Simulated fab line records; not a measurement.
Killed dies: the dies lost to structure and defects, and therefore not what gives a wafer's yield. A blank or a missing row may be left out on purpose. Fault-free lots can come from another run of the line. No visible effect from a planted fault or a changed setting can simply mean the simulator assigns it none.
fab line records    flow sky130
[record] lots = 7  wafers = 21  last_day = 47
route steps=708 shown VT_ADJUST_PCH@151 SONOS_TUNNEL@154 PAD_OPEN@708
lots that met no fault: from a run of the same line without faults
start_h: the number of hours between the record's first day and the start of the first shown wafer of the lot    wait_h: hours from the lot's prior step to this one    " unchanged from the row above    L1.1+2: several wafers, shown together as one row    - no value, or no start was given    * or withheld: withheld    < > ~ a bound
route shown NAME@n: NAME is a module with steps in the file, n the number in the route of the first one    usual: mean/standard deviation of fault-free wafers    same: alike in all rows    chamber/n: place in a boat    sites: the reading at each site    _std_site: the values' standard deviation    _edge_site: outer sites' mean less inner sites'    radius_mm: for every site, how far away it sits from the centre of the wafer    mask NAME#n: copy n    behind: the last tool/chamber to shape the wafer    hold: what put the lot on hold/how long, in hours/how the hold closed    device: the n, p or np transistor that did not switch    end of line: the same wafers' tests at the end of the route    a step with no rows: only its recipe    killed: the dies lost at the first sort to structure and to defects; this is not the yield of the wafer    map: a wafer's dies, x killed, . not, _ none there
set.NAME: the setting the step ran with; set.NAME@STEP: the setting that earlier step ran with    model.NAME: the simulator's own value behind a step, which no gauge read
certain route steps with their lots: each step a table, each wafer a row
services: from which hour (start_h, from the record's first day; less than 0 if before it) a tool's chamber was out of use, for how many hours, and why
[[steps]]
[step SKY_VT_ADJUST_PCH_IMPLANT_08]
[recipe] species = B  energy_kev = 10  dose_cm2 = 5e+11  tilt_deg = withheld
[step SKY_VT_ADJUST_PCH_STRIP_09]
[recipe] chemistry = O2/N2  power_w = 1400  pressure_mtorr = 1500  platen_temp_c = withheld  o2_flow_sccm = 3000  n2_flow_sccm = 300  overash_fraction = 0.5
[usual] drypump_motor_current_A = 5.6/0.58  oes_product_au = 0.722/0.0046  strip_time_to_endpoint_s = 36.93/0.087
[same] overash_fraction = 0.5
lot.wafer  tool             chamber  start_h  wait_h  drypump_motor_current_A  oes_product_au  rf_hours_counter_h  strip_time_to_endpoint_s
L601.1     plasma_asher-03  0        219.27   0.1     6.0                      0.718           41                  36.92
L601.5     "                1        "        "       6.0                      0.728           -                   36.95
L601.6     "                0        "        "       5.9                      0.718           -                   36.88
L602.1     plasma_asher-03  1        234.62   0.1     6.0                      0.722           43                  36.76
L602.2     "                0        "        "       6.0                      0.713           43                  36.88
L602.4     "                1        "        "       6.0                      0.718           -                   36.87
L603.1     plasma_asher-01  0        238.12   0.1     4.8                      0.726           57                  37.04
L603.3     "                0        "        "       4.8                      0.725           -                   36.99
L603.5     "                1        "        "       5.0                      0.721           -                   37.00
L605.1     plasma_asher-03  0        252.05   0.1     6.0                      0.719           45                  36.92
L605.3     "                1        "        "       6.0                      0.728           -                   37.05
L605.6     "                1        "        "       6.0                      0.726           -                   36.93
L607.2     plasma_asher-01  1        271.35   0.1     5.0                      0.726           60                  36.99
L607.4     "                0        "        "       4.8                      0.723           -                   37.04
L607.6     "                0        "        "       4.8                      0.721           -                   36.95
L606.2     plasma_asher-03  1        272.75   0.1     6.0                      0.720           47                  36.88
L606.5     "                0        "        "       6.0                      0.725           -                   36.86
L606.6     "                1        "        "       6.0                      0.722           -                   36.91
L608.3     plasma_asher-04  1        281.06   0.1     5.0                      0.723           -                   36.99
L608.5     "                0        "        "       6.4                      0.731           -                   36.99
L608.6     "                1        "        "       5.0                      0.728           -                   37.03
[step SKY_VT_ADJUST_PCH_TW_MEAS_10]
[usual] VT_ADJUST_PCH_TW = 142.5/0.91
lot.wafer  tool           chamber  start_h  wait_h  VT_ADJUST_PCH_TW
L601.1     film_metro-01  -        219.37   0.1     142.6
L601.5     "              -        "        "       142.9
L601.6     "              -        "        "       143.4
L602.1     film_metro-02  -        234.72   0.1     143.9
L602.2     "              -        "        "       143.6
L602.4     "              -        "        "       144.2
L603.1     film_metro-04  -        238.22   0.1     141.7
L603.3     "              -        "        "       142.3
L603.5     "              -        "        "       141.8
L605.1     film_metro-02  -        252.15   0.1     143.1
L605.3     "              -        "        "       144.1
L605.6     "              -        "        "       143.8
L607.2     film_metro-04  -        271.46   0.1     142.3
L607.4     "              -        "        "       141.2
L607.6     "              -        "        "       141.8
L606.2     film_metro-04  -        272.86   0.1     141.9
L606.5     "              -        "        "       141.0
L606.6     "              -        "        "       141.1
L608.3     film_metro-01  -        281.14   0.1     143.0
L608.5     "              -        "        "       143.5
L608.6     "              -        "        "       143.2
[step SKY_SONOS_TUNNEL_DEHYDRATE_00]
[recipe] temp_c = 200  time_s = 60
[step SKY_SONOS_TUNNEL_HMDS_01]
[recipe] prime_time_s = 60  prime_temp_c = 120
[step SKY_SONOS_TUNNEL_COAT_02]
[recipe] resist = NOVOLAK  spin_rpm = 3000  resist_thk_nm = 1140
[step SKY_SONOS_TUNNEL_SOFTBAKE_03]
[recipe] temp_c = 90  time_s = 60  resist = NOVOLAK
[step SKY_SONOS_TUNNEL_EXPOSE_04]
[recipe] mask_id = TUNM  na = 0.6  source_shape = conventional  sigma_outer = 0.6  polarization = unpolarized  target_cd_nm = 410  dose_mj = 136
[step SKY_SONOS_TUNNEL_PEB_05]
[recipe] temp_c = withheld  time_s = *  resist = NOVOLAK
[step SKY_SONOS_TUNNEL_DEVELOP_06]
[recipe] resist = NOVOLAK  developer = TMAH  develop_time_s = 60  dev_temp_c = 23
[step SKY_SONOS_TUNNEL_CD_MEAS_07]
[recipe] target_cd_nm = 410
[usual] cd_nm = 409.7/2.4
lot.wafer  tool       chamber  start_h  wait_h  cd_nm
L601.1     cd_sem-01  -        242.26   0.1     410.6
L601.5     "          -        "        "       411.1
L601.6     "          -        "        "       411.1
L602.1     cd_sem-02  -        257.96   0.1     406.4
L602.2     "          -        "        "       406.8
L602.4     "          -        "        "       405.0
L603.1     cd_sem-01  -        260.36   0.1     409.5
L603.3     "          -        "        "       409.3
L603.5     "          -        "        "       411.1
L605.1     cd_sem-01  -        276.19   0.1     406.5
L605.3     "          -        "        "       406.6
L605.6     "          -        "        "       410.5
L607.2     cd_sem-02  -        297.08   0.1     408.5
L607.4     "          -        "        "       404.7
L607.6     "          -        "        "       407.1
L606.2     cd_sem-02  -        298.26   0.1     410.6
L606.5     "          -        "        "       411.8
L606.6     "          -        "        "       409.6
L608.3     cd_sem-01  -        306.88   0.1     408.3
L608.5     "          -        "        "       409.3
L608.6     "          -        "        "       407.1
[step SKY_SONOS_TUNNEL_OVL_MEAS_08]
[usual] SONOS_TUNNEL_OVL = 0.9/1.5
lot.wafer  tool        chamber  start_h  wait_h  SONOS_TUNNEL_OVL[nm]
L601.1     overlay-02  -        242.38   0.1     1.0
L601.5     "           -        "        "       2.4
L601.6     "           -        "        "       0.6
L602.1     overlay-02  -        258.08   0.1     -0.2
L602.2     "           -        "        "       1.7
L602.4     "           -        "        "       0.8
L603.1     overlay-01  -        260.48   0.1     2.3
L603.3     "           -        "        "       0.7
L603.5     "           -        "        "       2.7
L605.1     overlay-02  -        276.31   0.1     -0.4
L605.3     "           -        "        "       3.6
L605.6     "           -        "        "       1.1
L607.2     overlay-01  -        297.19   0.1     0.1
L607.4     "           -        "        "       1.7
L607.6     "           -        "        "       1.1
L606.2     overlay-02  -        298.36   0.1     -1.3
L606.5     "           -        "        "       -1.5
L606.6     "           -        "        "       -0.4
L608.3     overlay-02  -        306.97   0.1     2.7
L608.5     "           -        "        "       -0.8
L608.6     "           -        "        "       2.8
[step SKY_SONOS_TUNNEL_IMPLANT_09]
[recipe] species = B  energy_kev = 20  dose_cm2 = 1e+12  tilt_deg = withheld
[usual] implant_ion_amu = 11/0
lot.wafer  tool          chamber  start_h  wait_h  implant_ion_amu  model.implant.rp_nm  model.implant.drp_nm
L601.1     implanter-02  0        242.42   0.0     11               65.4                 28.34
L601.5     "             0        "        "       11               65.4                 28.34
L601.6     "             0        "        "       11               65.4                 28.34
L602.1     implanter-01  0        258.12   0.0     11               66.4                 28.34
L602.2     "             0        "        "       11               66.4                 28.34
L602.4     "             0        "        "       11               66.4                 28.34
L603.1     implanter-02  0        260.52   0.0     11               66.92                28.34
L603.3     "             0        "        "       11               66.92                28.34
L603.5     "             0        "        "       11               66.92                28.34
L605.1     implanter-04  0        276.34   0.0     11               64.5                 28.34
L605.3     "             0        "        "       11               64.5                 28.34
L605.6     "             0        "        "       11               64.5                 28.34
L607.2     implanter-02  0        297.24   0.0     49               17.49                9.752
L607.4     "             0        "        "       49               17.49                9.752
L607.6     "             0        "        "       49               17.49                9.752
L606.2     implanter-02  0        298.42   0.0     49               17.2                 9.752
L606.5     "             0        "        "       49               17.2                 9.752
L606.6     "             0        "        "       49               17.2                 9.752
L608.3     implanter-02  0        307.04   0.1     49               17.69                9.752
L608.5     "             0        "        "       49               17.69                9.752
L608.6     "             0        "        "       49               17.69                9.752
[step SKY_SONOS_TUNNEL_WET_ETCH_10]
[recipe] chemistry = dHF  target_depth_nm = 14  target = SiO2  dilution = 100:1  temp_c = 25  time_s = 280
[step SKY_SONOS_TUNNEL_STRIP_11]
[recipe] chemistry = SPM  time_s = 600  temp_c = 130
[step SKY_SONOS_TUNNEL_TW_MEAS_12]
[usual] SONOS_TUNNEL_TW = 197.3/1.3
lot.wafer  tool           chamber  start_h  wait_h  SONOS_TUNNEL_TW
L601.1     film_metro-04  -        242.84   0.0     195.9
L601.5     "              -        "        "       196.1
L601.6     "              -        "        "       196.8
L602.1     film_metro-04  -        258.53   0.0     197.3
L602.2     "              -        "        "       197.3
L602.4     "              -        "        "       196.5
L603.1     film_metro-02  -        260.94   0.0     197.8
L603.3     "              -        "        "       199.2
L603.5     "              -        "        "       199.5
L605.1     film_metro-03  -        276.75   0.0     199.2
L605.3     "              -        "        "       199.4
L605.6     "              -        "        "       198.6
L607.2     film_metro-03  -        297.65   0.0     295.1
L607.4     "              -        "        "       295.2
L607.6     "              -        "        "       296.4
L606.2     film_metro-02  -        298.82   0.0     297.4
L606.5     "              -        "        "       298.5
L606.6     "              -        "        "       297.3
L608.3     film_metro-03  -        307.44   0.0     294.5
L608.5     "              -        "        "       295.9
L608.6     "              -        "        "       295.6
[step SKY_SONOS_TUNNEL_CLEAN_13]
[recipe] chemistry = dHF  time_s = 20  dilution = 100:1  dry = ipa_marangoni
[step SKY_PAD_OPEN_PROBE_99]
[usual] killed_at_M0_to_M3 = 42/7.6  killed_at_M4_up = 3.4/2  killed_at_contacts = 24/5.9  killed_at_front_end = 16/4.5  killed_at_other = 0.4/0.58  killed_dies = 86/10  killed_open = 47/7.6  killed_short = 39/6.7
[same] gross_dies = 492  killed_at_back_side = 0
lot.wafer  tool       chamber  start_h  wait_h  killed_at_M0_to_M3  killed_at_M4_up  killed_at_contacts  killed_at_front_end  killed_at_other  killed_dies  killed_open  killed_short  model.etest.sonos_programmed.off_log10_a_um
L601.1     prober-02  -        1070.13  0.1     45                  2                20                  13                   1                81           54           27            -13.81
L601.5     prober-02  -        1070.33  0.2     47                  1                23                  12                   3                86           51           31            -13.96
L601.6     prober-02  -        1070.38  0.2     32                  0                22                  9                    1                64           34           29            -13.95
L602.1     prober-02  -        1081.98  0.1     40                  4                21                  11                   0                76           30           46            -13.99
L602.2     prober-02  -        1082.03  0.1     47                  4                22                  21                   0                94           49           45            -13.79
L602.4     prober-02  -        1082.13  0.2     56                  4                15                  16                   0                91           54           37            -13.96
L603.1     prober-02  -        1087.28  0.1     50                  3                17                  25                   1                96           44           49            -13.87
L603.3     prober-02  -        1087.38  0.2     33                  2                36                  17                   0                88           54           33            -13.89
L603.5     prober-02  -        1087.48  0.2     50                  4                24                  17                   0                95           53           40            -13.91
L605.1     prober-02  -        1102.68  0.1     41                  2                16                  17                   0                76           46           29            -14.09
L605.3     prober-02  -        1102.78  0.2     57                  4                30                  11                   0                102          47           55            -13.93
L605.6     prober-02  -        1102.93  0.2     33                  0                23                  16                   0                72           43           29            -14.05
L607.2     prober-02  -        1110.89  0.1     45                  3                37                  14                   1                100          63           36            -12.58
L607.4     prober-02  -        1110.99  0.2     41                  4                34                  6                    1                86           49           37            -12.61
L607.6     prober-02  -        1111.09  0.2     31                  2                31                  19                   1                84           44           38            -12.18
L606.2     prober-02  -        1119.67  0.1     34                  4                20                  19                   1                78           48           30            -12.93
L606.5     prober-02  -        1119.82  0.2     46                  3                24                  17                   0                90           49           41            -12.31
L606.6     prober-02  -        1119.87  0.2     36                  4                27                  12                   0                79           41           38            -12
L608.3     prober-02  -        1124.28  0.2     32                  6                26                  10                   1                75           44           31            -12.25
L608.5     prober-02  -        1124.38  0.2     43                  4                18                  16                   0                81           40           41            -12.52
L608.6     prober-02  -        1124.43  0.2     28                  4                26                  14                   0                72           30           42            -12.97
// killed by level:class
L601.1 VIA1:geometric_particle:open=16 VIA3:geometric_particle:open=9 LI_CONTACT:geometric_particle:open=7 CONTACT:geometric_particle:open=5 VIA2:geometric_particle:open=5 FIELD_ISO:geometric_particle:short=4 FIELD_ISO:geometric_particle:open=4 CONTACT:geometric_particle:short=4
L601.5 VIA1:geometric_particle:open=9 CONTACT:geometric_particle:open=9 VIA3:geometric_particle:open=8 VIA2:geometric_particle:open=6 LI_CONTACT:geometric_particle:open=5 VIA1:geometric_particle:short=5 CONTACT:geometric_particle:short=4 METAL1:geometric_particle:short=4
L601.6 VIA2:geometric_particle:open=7 CONTACT:geometric_particle:open=6 LI_CONTACT:geometric_particle:open=5 FIELD_ISO:geometric_particle:open=4 LOCAL_INTERCONNECT:geometric_particle:short=4 METAL2:geometric_particle:short=4 VIA3:geometric_particle:open=4 POLY_GATE:geometric_particle:short=3
L602.1 LOCAL_INTERCONNECT:geometric_particle:short=7 METAL2:geometric_particle:short=7 VIA1:geometric_particle:open=6 METAL1:geometric_particle:short=5 CONTACT:geometric_particle:open=5 VIA1:geometric_particle:short=5 VIA2:geometric_particle:open=5 VIA3:geometric_particle:open=5
L602.2 VIA1:geometric_particle:open=10 LI_CONTACT:geometric_particle:open=9 METAL1:geometric_particle:short=8 METAL3:geometric_particle:short=7 FIELD_ISO:geometric_particle:open=6 CONTACT:geometric_particle:open=6 METAL2:geometric_particle:short=6 VIA2:geometric_particle:short=5
L602.4 VIA1:geometric_particle:open=12 CONTACT:geometric_particle:open=7 VIA2:geometric_particle:open=7 VIA3:geometric_particle:open=7 METAL1:geometric_particle:short=6 FIELD_ISO:geometric_particle:open=5 POLY_GATE:geometric_particle:short=5 METAL2:geometric_particle:open=5
L603.1 VIA1:geometric_particle:open=12 FIELD_ISO:geometric_particle:short=7 METAL2:geometric_particle:short=7 VIA2:geometric_particle:open=6 LOCAL_INTERCONNECT:geometric_particle:short=5 CONTACT:geometric_particle:open=5 METAL1:geometric_particle:short=5 VIA3:geometric_particle:short=5
L603.3 CONTACT:geometric_particle:open=19 VIA1:geometric_particle:open=9 LI_CONTACT:geometric_particle:open=7 FIELD_ISO:geometric_particle:short=5 VIA3:geometric_particle:short=5 FIELD_ISO:geometric_particle:open=4 LI_CONTACT:geometric_particle:short=4 LOCAL_INTERCONNECT:geometric_particle:short=3
L603.5 VIA1:geometric_particle:open=14 CONTACT:geometric_particle:open=7 CONTACT:geometric_particle:short=6 POLY_GATE:geometric_particle:short=6 LI_CONTACT:geometric_particle:open=6 VIA3:geometric_particle:open=6 METAL1:geometric_particle:short=5 VIA1:geometric_particle:short=5
L605.1 VIA1:geometric_particle:open=10 VIA2:geometric_particle:open=7 VIA3:geometric_particle:open=6 CONTACT:geometric_particle:open=5 METAL2:geometric_particle:short=5 LI_CONTACT:geometric_particle:open=4 METAL1:geometric_particle:short=4 FIELD_ISO:geometric_particle:short=3
L605.3 VIA1:geometric_particle:open=17 VIA1:geometric_particle:short=10 LI_CONTACT:geometric_particle:short=7 LOCAL_INTERCONNECT:geometric_particle:short=7 CONTACT:geometric_particle:short=6 VIA2:geometric_particle:open=6 VIA3:geometric_particle:open=5 FIELD_ISO:geometric_particle:short=4
L605.6 CONTACT:geometric_particle:open=10 VIA1:geometric_particle:open=10 FIELD_ISO:geometric_particle:open=6 LI_CONTACT:geometric_particle:open=6 FIELD_ISO:geometric_particle:short=5 METAL2:geometric_particle:short=5 VIA3:geometric_particle:open=5 LOCAL_INTERCONNECT:geometric_particle:short=4
L607.2 CONTACT:geometric_particle:open=17 VIA1:geometric_particle:open=11 VIA2:geometric_particle:open=9 LI_CONTACT:geometric_particle:open=7 VIA3:geometric_particle:open=7 CONTACT:geometric_particle:short=5 METAL2:geometric_particle:open=4 METAL2:geometric_particle:short=4
L607.4 CONTACT:geometric_particle:open=18 METAL2:geometric_particle:short=7 VIA1:geometric_particle:open=7 LI_CONTACT:geometric_particle:open=6 CONTACT:geometric_particle:short=6 VIA3:geometric_particle:open=6 VIA1:geometric_particle:short=4 METAL1:geometric_particle:short=4
L607.6 CONTACT:geometric_particle:open=12 FIELD_ISO:geometric_particle:open=8 FIELD_ISO:geometric_particle:short=7 VIA1:geometric_particle:open=7 LI_CONTACT:geometric_particle:open=6 VIA1:geometric_particle:short=5 LI_CONTACT:geometric_particle:short=4 LOCAL_INTERCONNECT:geometric_particle:short=4
L606.2 CONTACT:geometric_particle:open=9 VIA1:geometric_particle:open=9 POLY_GATE:geometric_particle:open=8 VIA3:geometric_particle:open=7 FIELD_ISO:geometric_particle:open=6 CONTACT:geometric_particle:short=6 METAL4:geometric_particle:short=4 METAL1:geometric_particle:short=4
L606.5 VIA1:geometric_particle:open=12 VIA2:geometric_particle:open=11 CONTACT:geometric_particle:open=7 CONTACT:geometric_particle:short=6 METAL2:geometric_particle:short=6 FIELD_ISO:geometric_particle:open=5 VIA2:geometric_particle:short=5 LI_CONTACT:geometric_particle:open=5
L606.6 CONTACT:geometric_particle:open=13 METAL2:geometric_particle:short=7 VIA1:geometric_particle:open=7 LI_CONTACT:geometric_particle:open=6 POLY_GATE:geometric_particle:short=5 VIA1:geometric_particle:short=5 CONTACT:geometric_particle:short=4 FIELD_ISO:geometric_particle:open=3
L608.3 CONTACT:geometric_particle:open=10 VIA1:geometric_particle:open=10 VIA3:geometric_particle:open=8 LI_CONTACT:geometric_particle:open=7 METAL4:geometric_particle:short=6 CONTACT:geometric_particle:short=5 METAL2:geometric_particle:short=4 LOCAL_INTERCONNECT:geometric_particle:short=3
L608.5 VIA1:geometric_particle:open=12 LI_CONTACT:geometric_particle:open=8 FIELD_ISO:geometric_particle:short=6 VIA1:geometric_particle:short=6 VIA2:geometric_particle:open=5 CONTACT:geometric_particle:open=4 METAL1:geometric_particle:short=4 VIA3:geometric_particle:short=4
L608.6 CONTACT:geometric_particle:open=10 METAL2:geometric_particle:short=7 FIELD_ISO:geometric_particle:short=5 LI_CONTACT:geometric_particle:open=4 LOCAL_INTERCONNECT:geometric_particle:short=4 METAL1:geometric_particle:short=4 VIA3:geometric_particle:short=4 SPACER:geometric_particle:short=3
[[services]]
tool             chamber  start_h  hours  kind
implanter-02     -        247.04   3.5    pm
implanter-04     -        250.49   4.2    repair
implanter-01     -        258.48   5.4    repair
plasma_asher-03  -        262.71   1.7    repair
implanter-04     -        265.11   3.8    pm
plasma_asher-03  -        284.07   2.2    repair
plasma_asher-04  -        302.79   4.4    repair
[[key]]
[first_sign] step = SKY_SONOS_TUNNEL_IMPLANT_09  reading = implant_ion_amu  direction = up  sigmas = 99+  usual = 11  struck = 49
[effect] step = SKY_SONOS_TUNNEL_TW_MEAS_12  reading = SONOS_TUNNEL_TW  direction = up  sigmas = 77  usual = 197.3  struck = 296.2
[model_effect] step = SKY_SONOS_TUNNEL_IMPLANT_09  value = implant.rp_nm  without = 66.25  struck = 17.46
[model_effect] step = SKY_PAD_OPEN_PROBE_99  value = etest.sonos_programmed.off_log10_a_um  without = -13.94  struck = -12.48
met_at SKY_SONOS_TUNNEL_IMPLANT_09
struck_wafers L606.2,L606.5,L606.6,L607.2,L607.4,L607.6,L608.3,L608.5,L608.6
tester_left_out L606,L607,L608
onset_between 276.34 297.24
[fault] kind = wrong_recipe_download  tool = implanter-01,implanter-02,implanter-04  chamber = -  onset_h = 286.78  steps = SKY_SONOS_TUNNEL_IMPLANT_09  wrong_recipe.not_listed = 1
// tester_left_out: of these lots the tester's yield and bins aren't shown, on N5 and GAA mostly nor the transistor test; their killed dies are dies lost to structure and defects alone, not to doping, threshold or leakage, so they don't give the yield
